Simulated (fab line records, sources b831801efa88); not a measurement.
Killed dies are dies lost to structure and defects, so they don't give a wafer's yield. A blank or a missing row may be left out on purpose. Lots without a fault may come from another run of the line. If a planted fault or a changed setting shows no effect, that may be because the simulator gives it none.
fab line records	flow sky130
record lots=24	wafers=72	last_day=50
route steps=708 shown LI_CONTACT@374 METAL1@435 METAL2@486 CAPM@550 METAL4@598
lots that met no fault: from a run of the same line without faults
start_h: hours from the record's opening day to when the first of the lot's shown wafers began	wait_h: how many hours have passed since the lot's step before this one	" the same as in the row above	L1.1+2: a row that stands for several wafers	- no value, or no start given	* or withheld: withheld	< > ~ a bound
route shown NAME@n: names a module that has steps shown in the file, with the first one's number in the route	usual: the fault-free wafers' mean and standard deviation	same: alike in all rows	chamber/n: place in a boat	sites: each site's reading	_std_site: their standard deviation	_edge_site: the outer-site mean with the inner-site mean subtracted	radius_mm: for every site, how far away it sits from the centre of the wafer	mask NAME#n: copy n	behind: the last tool/chamber to shape the wafer	hold: why the lot went on hold/how many hours it stayed there/how the hold came to an end	device: the transistor (n, p or np) that didn't switch	end of line: the same wafers' tests at the end of the route	a step without rows: its recipe alone	killed: not the wafer's yield, but the dies lost to structure and defects at the first sort	map: shows each die of a wafer: x if killed, . if not, _ if none is there
set.NAME: the setting that was run; set.NAME@STEP: the one run at that earlier step	model.NAME: the simulator's own value behind a step, which no gauge read
steps of the route over a sample of lots; a table a step, a row a wafer
services: a tool's chamber out of use, with start hour (start_h, from the record's first day; less than 0 if before it), hours out, and reason
## steps
# step SKY_LI_CONTACT_CD_MEAS_12
# recipe target_cd_nm=170
# usual cd_nm=170.1/1.8
lot.wafer	tool	chamber	start_h	wait_h	cd_nm
L074.2	cd_sem-02	-	659.34	-	170.4
L074.3	"	-	"	"	170.2
L074.4	"	-	"	"	170.5
L075.2	cd_sem-02	-	674.48	-	170.6
L075.3	"	-	"	"	169.1
L075.6	"	-	"	"	169.1
L076.3	cd_sem-01	-	685.15	-	170.2
L076.5	"	-	"	"	169.9
L076.6	"	-	"	"	170.3
L077.1	cd_sem-02	-	699.32	-	172.1
L077.2	"	-	"	"	172.1
L077.4	"	-	"	"	170.8
L078.2	cd_sem-02	-	707.08	-	166.7
L078.3	"	-	"	"	166.4
L078.5	"	-	"	"	166.0
L079.1	cd_sem-01	-	710.96	-	170.9
L079.5	"	-	"	"	171.7
L079.6	"	-	"	"	171.4
L080.1	cd_sem-02	-	717.71	-	168.9
L080.3	"	-	"	"	169.6
L080.5	"	-	"	"	170.0
L081.1	cd_sem-02	-	728.11	-	169.1
L081.2	"	-	"	"	168.6
L081.3	"	-	"	"	172.1
L082.1	cd_sem-01	-	736.76	-	170.4
L082.4	"	-	"	"	171.2
L082.6	"	-	"	"	169.8
L083.1	cd_sem-01	-	748.67	-	169.9
L083.5	"	-	"	"	172.8
L083.6	"	-	"	"	171.5
L084.2	cd_sem-02	-	753.79	-	170.3
L084.3	"	-	"	"	168.1
L084.6	"	-	"	"	169.6
L085.1	cd_sem-02	-	764.42	-	173.5
L085.3	"	-	"	"	172.0
L085.4	"	-	"	"	173.2
L086.2	cd_sem-01	-	773.73	-	170.3
L086.3	"	-	"	"	172.3
L086.5	"	-	"	"	171.8
L087.3	cd_sem-02	-	779.25	-	168.8
L087.4	"	-	"	"	165.6
L087.6	"	-	"	"	167.0
L088.1	cd_sem-01	-	792.06	-	170.2
L088.4	"	-	"	"	170.7
L088.6	"	-	"	"	169.9
L089.2	cd_sem-01	-	800.18	-	170.7
L089.5	"	-	"	"	169.6
L089.6	"	-	"	"	169.8
L090.1	cd_sem-02	-	803.87	-	170.8
L090.2	"	-	"	"	169.4
L090.6	"	-	"	"	170.0
L091.1	cd_sem-02	-	809.31	-	171.5
L091.2	"	-	"	"	172.3
L091.5	"	-	"	"	171.4
L092.1	cd_sem-01	-	813.76	-	170.1
L092.2	"	-	"	"	170.2
L092.6	"	-	"	"	172.0
L093.2	cd_sem-01	-	824.84	-	172.2
L093.5	"	-	"	"	172.4
L093.6	"	-	"	"	172.2
L094.1	cd_sem-01	-	834.91	-	168.7
L094.2	"	-	"	"	168.5
L094.4	"	-	"	"	168.7
L095.3	cd_sem-01	-	839.61	-	165.7
L095.5	"	-	"	"	165.0
L095.6	"	-	"	"	166.6
L096.3	cd_sem-02	-	849.56	-	170.8
L096.4	"	-	"	"	172.7
L096.5	"	-	"	"	171.8
L097.2	cd_sem-01	-	854.09	-	169.2
L097.3	"	-	"	"	169.4
L097.4	"	-	"	"	167.9
# step SKY_METAL1_SPUTTER_01
# recipe material=TiN	target_thk_nm=20	power_w=6500	time_s=16.7	chamber_pressure_pa=0.4
# usual throttle_valve_pct=30.0/1
lot.wafer	tool	chamber	start_h	wait_h	throttle_valve_pct
L074.2	pvd_sputter-04	-	720.07	0.0	29.5
L074.3	"	-	"	"	32.0
L074.4	"	-	"	"	28.1
L075.2	pvd_sputter-02	-	735.92	0.0	29.4
L075.3	"	-	"	"	30.8
L075.6	"	-	"	"	29.2
L076.3	pvd_sputter-03	-	746.35	0.0	31.0
L076.5	"	-	"	"	28.8
L076.6	"	-	"	"	30.6
L077.1	pvd_sputter-02	-	760.07	0.0	30.9
L077.2	"	-	"	"	29.0
L077.4	"	-	"	"	30.9
L078.2	pvd_sputter-02	-	767.36	0.0	30.7
L078.3	"	-	"	"	28.8
L078.5	"	-	"	"	30.5
L079.1	pvd_sputter-04	-	772.37	0.0	29.2
L079.5	"	-	"	"	32.1
L079.6	"	-	"	"	29.5
L080.1	pvd_sputter-03	-	777.72	0.0	31.1
L080.3	"	-	"	"	30.6
L080.5	"	-	"	"	30.6
L081.1	pvd_sputter-04	-	788.38	0.0	29.7
L081.2	"	-	"	"	28.1
L081.3	"	-	"	"	29.4
L082.1	pvd_sputter-03	-	796.81	0.0	30.8
L082.4	"	-	"	"	30.8
L082.6	"	-	"	"	28.9
L083.1	pvd_sputter-03	-	808.57	0.0	30.8
L083.5	"	-	"	"	29.1
L083.6	"	-	"	"	30.6
L084.2	pvd_sputter-03	-	813.81	0.0	30.7
L084.3	"	-	"	"	28.7
L084.6	"	-	"	"	28.8
L085.1	pvd_sputter-02	-	823.59	0.0	30.6
L085.3	"	-	"	"	30.9
L085.4	"	-	"	"	30.0
L086.2	pvd_sputter-03	-	833.00	0.0	28.9
L086.3	"	-	"	"	30.5
L086.5	"	-	"	"	30.7
L087.3	pvd_sputter-02	-	837.22	0.0	31.0
L087.4	"	-	"	"	29.3
L087.6	"	-	"	"	29.7
L088.1	pvd_sputter-04	-	848.85	0.0	29.3
L088.4	"	-	"	"	32.2
L088.6	"	-	"	"	28.3
L089.2	pvd_sputter-02	-	858.01	0.0	29.6
L089.5	"	-	"	"	30.7
L089.6	"	-	"	"	30.3
L090.1	pvd_sputter-02	-	862.11	0.0	29.8
L090.2	"	-	"	"	29.1
L090.6	"	-	"	"	31.0
L091.1	pvd_sputter-04	-	866.18	0.0	28.2
L091.2	"	-	"	"	29.2
L091.5	"	-	"	"	29.3
L092.1	pvd_sputter-03	-	870.08	0.0	31.0
L092.2	"	-	"	"	29.0
L092.6	"	-	"	"	31.1
L093.2	pvd_sputter-03	-	881.93	0.0	31.0
L093.5	"	-	"	"	30.7
L093.6	"	-	"	"	30.9
L094.1	pvd_sputter-03	-	891.02	0.0	30.8
L094.2	"	-	"	"	28.9
L094.4	"	-	"	"	30.7
L095.3	pvd_sputter-04	-	895.08	0.0	29.6
L095.5	"	-	"	"	32.1
L095.6	"	-	"	"	28.0
L096.3	pvd_sputter-02	-	906.32	0.0	29.2
L096.4	"	-	"	"	30.5
L096.5	"	-	"	"	29.2
L097.2	pvd_sputter-04	-	910.48	0.0	32.3
L097.3	"	-	"	"	29.4
L097.4	"	-	"	"	28.2
# step SKY_METAL1_SPUTTER_03
# recipe material=Ti	target_thk_nm=5	power_w=3000	time_s=3.3	chamber_pressure_pa=0.4
# usual throttle_valve_pct=30.0/1.1
lot.wafer	tool	chamber	start_h	wait_h	throttle_valve_pct
L074.2	pvd_sputter-04	-	720.12	0.0	29.4
L074.3	"	-	"	"	32.4
L074.4	"	-	"	"	28.4
L075.2	pvd_sputter-02	-	735.97	0.0	29.7
L075.3	"	-	"	"	30.8
L075.6	"	-	"	"	29.0
L076.3	pvd_sputter-03	-	746.40	0.0	30.8
L076.5	"	-	"	"	28.8
L076.6	"	-	"	"	30.6
L077.1	pvd_sputter-02	-	760.12	0.0	30.9
L077.2	"	-	"	"	29.0
L077.4	"	-	"	"	30.8
L078.2	pvd_sputter-02	-	767.41	0.0	30.6
L078.3	"	-	"	"	29.2
L078.5	"	-	"	"	30.6
L079.1	pvd_sputter-04	-	772.42	0.0	29.3
L079.5	"	-	"	"	32.1
L079.6	"	-	"	"	29.6
L080.1	pvd_sputter-03	-	777.77	0.0	30.8
L080.3	"	-	"	"	30.5
L080.5	"	-	"	"	30.8
L081.1	pvd_sputter-04	-	788.43	0.0	29.5
L081.2	"	-	"	"	28.2
L081.3	"	-	"	"	29.3
L082.1	pvd_sputter-03	-	796.86	0.0	30.7
L082.4	"	-	"	"	30.7
L082.6	"	-	"	"	28.9
L083.1	pvd_sputter-03	-	808.62	0.0	30.8
L083.5	"	-	"	"	29.0
L083.6	"	-	"	"	30.7
L084.2	pvd_sputter-03	-	813.86	0.0	30.7
L084.3	"	-	"	"	28.6
L084.6	"	-	"	"	28.7
L085.1	pvd_sputter-02	-	823.64	0.0	30.5
L085.3	"	-	"	"	31.0
L085.4	"	-	"	"	29.7
L086.2	pvd_sputter-03	-	833.05	0.0	29.0
L086.3	"	-	"	"	30.7
L086.5	"	-	"	"	31.2
L087.3	pvd_sputter-02	-	837.27	0.0	30.8
L087.4	"	-	"	"	29.2
L087.6	"	-	"	"	29.8
L088.1	pvd_sputter-04	-	848.90	0.0	29.5
L088.4	"	-	"	"	32.0
L088.6	"	-	"	"	28.1
L089.2	pvd_sputter-02	-	858.06	0.0	29.7
L089.5	"	-	"	"	30.8
L089.6	"	-	"	"	30.7
L090.1	pvd_sputter-02	-	862.16	0.0	29.8
L090.2	"	-	"	"	29.4
L090.6	"	-	"	"	31.0
L091.1	pvd_sputter-04	-	866.23	0.0	28.1
L091.2	"	-	"	"	29.4
L091.5	"	-	"	"	29.3
L092.1	pvd_sputter-03	-	870.13	0.0	30.6
L092.2	"	-	"	"	29.2
L092.6	"	-	"	"	30.5
L093.2	pvd_sputter-03	-	881.98	0.0	30.9
L093.5	"	-	"	"	30.5
L093.6	"	-	"	"	30.9
L094.1	pvd_sputter-03	-	891.07	0.0	30.9
L094.2	"	-	"	"	28.9
L094.4	"	-	"	"	30.6
L095.3	pvd_sputter-04	-	895.13	0.0	29.6
L095.5	"	-	"	"	32.1
L095.6	"	-	"	"	28.3
L096.3	pvd_sputter-02	-	906.37	0.0	29.2
L096.4	"	-	"	"	30.7
L096.5	"	-	"	"	28.9
L097.2	pvd_sputter-04	-	910.53	0.0	32.2
L097.3	"	-	"	"	29.4
L097.4	"	-	"	"	28.1
# step SKY_METAL2_SPUTTER_03
# recipe material=Ti	target_thk_nm=5	power_w=3000	time_s=3.3	chamber_pressure_pa=0.4
# usual throttle_valve_pct=30.0/1
lot.wafer	tool	chamber	start_h	wait_h	throttle_valve_pct
L074.2	pvd_sputter-04	-	778.98	0.0	28.3
L074.3	"	-	"	"	29.3
L074.4	"	-	"	"	29.3
L075.2	pvd_sputter-03	-	795.02	0.0	30.9
L075.3	"	-	"	"	30.7
L075.6	"	-	"	"	30.5
L076.3	pvd_sputter-03	-	804.71	0.0	30.7
L076.5	"	-	"	"	30.8
L076.6	"	-	"	"	31.1
L077.1	pvd_sputter-03	-	818.31	0.0	30.5
L077.2	"	-	"	"	29.2
L077.4	"	-	"	"	31.0
L078.2	pvd_sputter-03	-	825.39	0.0	30.8
L078.3	"	-	"	"	31.0
L078.5	"	-	"	"	28.7
L079.1	pvd_sputter-01	-	829.70	0.0	29.6
L079.5	"	-	"	"	28.6
L079.6	"	-	"	"	29.3
L080.1	pvd_sputter-03	-	835.61	0.0	30.9
L080.3	"	-	"	"	28.8
L080.5	"	-	"	"	31.0
L081.1	pvd_sputter-03	-	844.56	0.0	31.0
L081.2	"	-	"	"	30.7
L081.3	"	-	"	"	30.8
L082.1	pvd_sputter-04	-	852.94	0.0	29.5
L082.4	"	-	"	"	29.4
L082.6	"	-	"	"	28.3
L083.1	pvd_sputter-03	-	864.36	0.0	28.6
L083.5	"	-	"	"	31.0
L083.6	"	-	"	"	29.1
L084.2	pvd_sputter-04	-	869.36	0.0	29.5
L084.3	"	-	"	"	28.5
L084.6	"	-	"	"	29.4
L085.1	pvd_sputter-03	-	877.71	0.0	29.0
L085.3	"	-	"	"	30.9
L085.4	"	-	"	"	30.7
L086.2	pvd_sputter-04	-	887.66	0.0	32.4
L086.3	"	-	"	"	29.4
L086.5	"	-	"	"	32.0
L087.3	pvd_sputter-03	-	892.32	0.0	30.6
L087.4	"	-	"	"	28.9
L087.6	"	-	"	"	28.9
L088.1	pvd_sputter-03	-	903.91	0.0	28.7
L088.4	"	-	"	"	31.2
L088.6	"	-	"	"	30.6
L089.2	pvd_sputter-04	-	913.34	0.0	28.0
L089.5	"	-	"	"	28.5
L089.6	"	-	"	"	31.9
L090.1	pvd_sputter-03	-	916.56	0.0	28.7
L090.2	"	-	"	"	30.7
L090.6	"	-	"	"	28.8
L091.1	pvd_sputter-01	-	920.27	0.0	29.5
L091.2	"	-	"	"	30.7
L091.5	"	-	"	"	28.6
L092.1	pvd_sputter-03	-	923.82	0.0	29.0
L092.2	"	-	"	"	31.0
L092.6	"	-	"	"	30.6
L093.2	pvd_sputter-03	-	935.10	0.0	30.5
L093.5	"	-	"	"	30.7
L093.6	"	-	"	"	30.6
L094.1	pvd_sputter-01	-	943.12	0.0	29.4
L094.2	"	-	"	"	28.7
L094.4	"	-	"	"	29.6
L095.3	pvd_sputter-03	-	947.48	0.0	30.7
L095.5	"	-	"	"	30.7
L095.6	"	-	"	"	30.7
L096.3	pvd_sputter-03	-	958.24	0.0	30.3
L096.4	"	-	"	"	28.8
L096.5	"	-	"	"	30.7
L097.2	pvd_sputter-01	-	963.17	0.0	28.3
L097.3	"	-	"	"	29.6
L097.4	"	-	"	"	30.5
# step SKY_CAPM_METAL_ETCH_13
# recipe target_depth_nm=220	stop_on=SiO2	chemistry=Cl2/BCl3	target=TiN	pressure_mtorr=10	icp_w=900	bias_w=48.5	Cl2_flow_sccm=60	bcl3_flow_sccm=30	time_s=60.68
# usual drypump_motor_current_A=5.50/0.22	oes_product_au=0.958/0.011	throttle_valve_pct=21.891/0.012
lot.wafer	tool	chamber	start_h	wait_h	drypump_motor_current_A	oes_product_au	rf_hours_counter_h	throttle_valve_pct
L074.2	rie_metal-02	0	863.15	0.0	5.28	0.951	9	21.904
L074.3	"	0	"	"	5.24	0.982	-	21.886
L074.4	"	1	"	"	5.63	0.965	-	21.903
L075.2	rie_metal-04	1	877.10	0.0	5.18	0.965	3	21.894
L075.3	"	1	"	"	5.19	0.953	-	21.896
L075.6	"	1	"	"	5.18	0.966	-	21.874
L076.3	rie_metal-04	0	886.93	0.0	5.76	0.961	-	21.899
L076.5	"	1	"	"	5.19	0.949	-	21.899
L076.6	"	0	"	"	5.77	0.957	-	21.895
L077.1	rie_metal-02	0	898.80	0.0	5.26	0.940	10	21.918
L077.2	"	1	"	"	5.64	0.971	13	21.882
L077.4	"	0	"	"	5.28	0.953	-	21.893
L078.2	rie_metal-02	1	906.65	0.0	5.64	0.973	13	21.870
L078.3	"	0	"	"	5.25	0.974	-	21.881
L078.5	"	0	"	"	5.25	0.973	-	21.888
L079.1	rie_metal-02	1	909.35	0.0	5.62	0.967	13	21.887
L079.5	"	1	"	"	5.65	0.950	-	21.885
L079.6	"	0	"	"	5.27	0.963	-	21.888
L080.1	rie_metal-02	1	915.65	0.0	5.69	0.968	13	21.893
L080.3	"	0	"	"	5.26	0.951	-	21.879
L080.5	"	0	"	"	5.29	0.948	-	21.882
L081.1	rie_metal-04	0	924.40	0.0	5.75	0.958	16	21.876
L081.2	"	1	"	"	5.20	0.940	4	21.911
L081.3	"	0	"	"	5.76	0.962	-	21.886
L082.1	rie_metal-04	0	932.20	0.0	5.78	0.953	16	21.888
L082.4	"	1	"	"	5.19	0.958	-	21.910
L082.6	"	1	"	"	5.19	0.955	-	21.894
L083.1	rie_metal-03	1	943.40	0.0	5.80	0.975	11	21.882
L083.5	"	0	"	"	5.58	0.974	-	21.867
L083.6	"	1	"	"	5.78	0.960	-	21.891
L084.2	rie_metal-03	0	947.45	0.0	5.61	0.947	19	21.893
L084.3	"	1	"	"	5.78	0.933	-	21.911
L084.6	"	1	"	"	5.79	0.931	-	21.900
L085.1	rie_metal-03	0	955.10	0.0	5.56	0.969	19	21.869
L085.3	"	1	"	"	5.79	0.961	-	21.888
L085.4	"	0	"	"	5.58	0.956	-	21.875
L086.2	rie_metal-02	0	966.60	0.0	5.28	0.954	13	21.888
L086.3	"	0	"	"	5.26	0.966	-	21.898
L086.5	"	0	"	"	5.30	0.959	-	21.894
L087.3	rie_metal-04	1	969.90	0.1	5.18	0.948	-	21.896
L087.4	"	1	"	"	5.18	0.949	-	21.902
L087.6	"	1	"	"	5.17	0.965	-	21.889
L088.1	rie_metal-03	0	979.80	0.0	5.57	0.955	21	21.910
L088.4	"	0	"	"	5.55	0.947	-	21.893
L088.6	"	0	"	"	5.56	0.969	-	21.894
L089.2	rie_metal-02	1	989.45	0.0	5.59	0.956	16	21.874
L089.5	"	0	"	"	5.27	0.970	-	21.898
L089.6	"	1	"	"	5.61	0.955	-	21.909
L090.1	rie_metal-03	1	992.25	0.0	5.79	0.960	13	21.895
L090.2	"	0	"	"	5.60	0.951	22	21.890
L090.6	"	1	"	"	5.78	0.947	-	21.888
L091.1	rie_metal-02	1	995.25	0.0	5.63	0.968	17	21.890
L091.2	"	0	"	"	5.22	0.947	15	21.895
L091.5	"	0	"	"	5.27	0.959	-	21.904
L092.1	rie_metal-02	1	999.10	0.0	5.64	0.941	17	21.895
L092.2	"	0	"	"	5.30	0.954	15	21.874
L092.6	"	0	"	"	5.29	0.955	-	21.881
L093.2	rie_metal-03	1	1008.65	0.0	5.80	0.978	15	21.872
L093.5	"	1	"	"	5.79	0.954	-	21.863
L093.6	"	0	"	"	5.55	0.980	-	21.876
L094.1	rie_metal-02	0	1017.30	0.0	5.28	0.965	16	21.904
L094.2	"	1	"	"	5.67	0.941	18	21.902
L094.4	"	0	"	"	5.30	0.972	-	21.873
L095.3	rie_metal-02	0	1021.77	0.0	5.28	0.971	-	21.893
L095.5	"	0	"	"	5.28	0.938	-	21.916
L095.6	"	1	"	"	5.62	0.947	-	21.914
L096.3	rie_metal-02	1	1031.58	0.0	5.66	0.950	-	21.896
L096.4	"	0	"	"	5.31	0.948	-	21.900
L096.5	"	1	"	"	5.63	0.948	-	21.909
L097.2	rie_metal-04	0	1035.15	0.0	5.77	0.960	0	21.887
L097.3	"	0	"	"	5.75	0.971	-	21.880
L097.4	"	1	"	"	5.18	0.969	-	21.872
# step SKY_METAL4_SPUTTER_00
# recipe material=Ti	target_thk_nm=15	power_w=3000	time_s=10	chamber_pressure_pa=0.4
# usual throttle_valve_pct=29.9/0.81
lot.wafer	tool	chamber	start_h	wait_h	throttle_valve_pct
L074.2	pvd_sputter-01	-	917.54	0.1	30.4
L074.3	"	-	"	"	29.7
L074.4	"	-	"	"	29.2
L075.2	pvd_sputter-01	-	930.07	0.2	29.2
L075.3	"	-	"	"	30.2
L075.6	"	-	"	"	29.7
L076.3	pvd_sputter-01	-	941.37	0.2	28.7
L076.5	"	-	"	"	29.6
L076.6	"	-	"	"	28.3
L077.1	pvd_sputter-03	-	952.58	0.2	30.4
L077.2	"	-	"	"	30.9
L077.4	"	-	"	"	28.9
L078.2	pvd_sputter-02	-	958.95	0.2	30.6
L078.3	"	-	"	"	30.8
L078.5	"	-	"	"	28.9
L079.1	pvd_sputter-02	-	962.56	0.2	30.7
L079.5	"	-	"	"	29.8
L079.6	"	-	"	"	30.8
L080.1	pvd_sputter-03	-	969.16	0.1	30.9
L080.3	"	-	"	"	28.6
L080.5	"	-	"	"	30.6
L081.1	pvd_sputter-01	-	977.43	0.2	30.5
L081.2	"	-	"	"	29.0
L081.3	"	-	"	"	28.4
L082.1	pvd_sputter-03	-	983.53	0.1	28.9
L082.4	"	-	"	"	30.7
L082.6	"	-	"	"	30.7
L083.1	pvd_sputter-02	-	995.39	0.2	28.9
L083.5	"	-	"	"	29.6
L083.6	"	-	"	"	30.7
L084.2	pvd_sputter-02	-	999.57	0.2	29.1
L084.3	"	-	"	"	30.7
L084.6	"	-	"	"	29.2
L085.1	pvd_sputter-02	-	1006.24	0.1	30.7
L085.3	"	-	"	"	29.8
L085.4	"	-	"	"	29.2
L086.2	pvd_sputter-02	-	1017.12	0.2	28.8
L086.3	"	-	"	"	29.6
L086.5	"	-	"	"	28.9
L087.3	pvd_sputter-02	-	1019.74	0.2	29.7
L087.4	"	-	"	"	30.9
L087.6	"	-	"	"	29.5
L088.1	pvd_sputter-03	-	1028.74	0.1	29.0
L088.4	"	-	"	"	31.1
L088.6	"	-	"	"	30.8
L089.2	pvd_sputter-01	-	1038.79	0.1	29.7
L089.5	"	-	"	"	29.3
L089.6	"	-	"	"	28.3
L090.1	pvd_sputter-02	-	1041.33	0.2	29.1
L090.2	"	-	"	"	29.7
L090.6	"	-	"	"	29.0
L091.1	pvd_sputter-01	-	1044.65	0.1	29.4
L091.2	"	-	"	"	30.4
L091.5	"	-	"	"	30.5
L092.1	pvd_sputter-03	-	1049.89	0.1	30.6
L092.2	"	-	"	"	28.9
L092.6	"	-	"	"	29.0
L093.2	pvd_sputter-02	-	1057.30	0.2	29.1
L093.5	"	-	"	"	29.7
L093.6	"	-	"	"	29.2
L094.1	pvd_sputter-03	-	1066.35	0.2	31.1
L094.2	"	-	"	"	30.8
L094.4	"	-	"	"	30.7
L095.3	pvd_sputter-03	-	1070.21	0.1	30.9
L095.5	"	-	"	"	31.0
L095.6	"	-	"	"	31.2
L096.3	pvd_sputter-02	-	1078.57	0.2	29.7
L096.4	"	-	"	"	30.6
L096.5	"	-	"	"	29.0
L097.2	pvd_sputter-01	-	1081.28	0.2	29.5
L097.3	"	-	"	"	29.3
L097.4	"	-	"	"	28.5
## services
tool	chamber	start_h	hours	kind
pvd_sputter-02	-	707.91	2.9	repair
pvd_sputter-03	1	708.22	-	consumable_replace:kit
pvd_sputter-03	1	708.22	18.0	scheduled_down
rie_metal-03	1	715.89	2.1	repair
rie_metal-04	-	718.11	0.2	repair
rie_metal-02	0	777.54	8.8	repair
pvd_sputter-03	-	782.97	2.6	repair
pvd_sputter-04	-	803.60	1.3	repair
rie_metal-04	0	804.36	3.1	repair
pvd_sputter-04	-	822.14	5.7	repair
rie_metal-03	-	855.62	1.4	pm
rie_metal-02	-	874.87	1.5	repair
rie_metal-02	1	876.18	1.9	repair
pvd_sputter-01	-	900.60	3.3	repair
rie_metal-04	-	908.11	0.5	repair
rie_metal-03	-	929.48	2.8	pm
pvd_sputter-02	-	937.96	15.0	repair
rie_metal-03	1	971.58	15.1	repair
rie_metal-04	-	975.46	55.4	repair
pvd_sputter-03	-	987.66	2.1	repair
rie_metal-02	-	1011.53	0.3	repair
pvd_sputter-01	-	1051.26	1.4	repair
pvd_sputter-03	-	1060.25	1.5	repair
pvd_sputter-01	-	1065.12	0.6	repair
## key
fault none
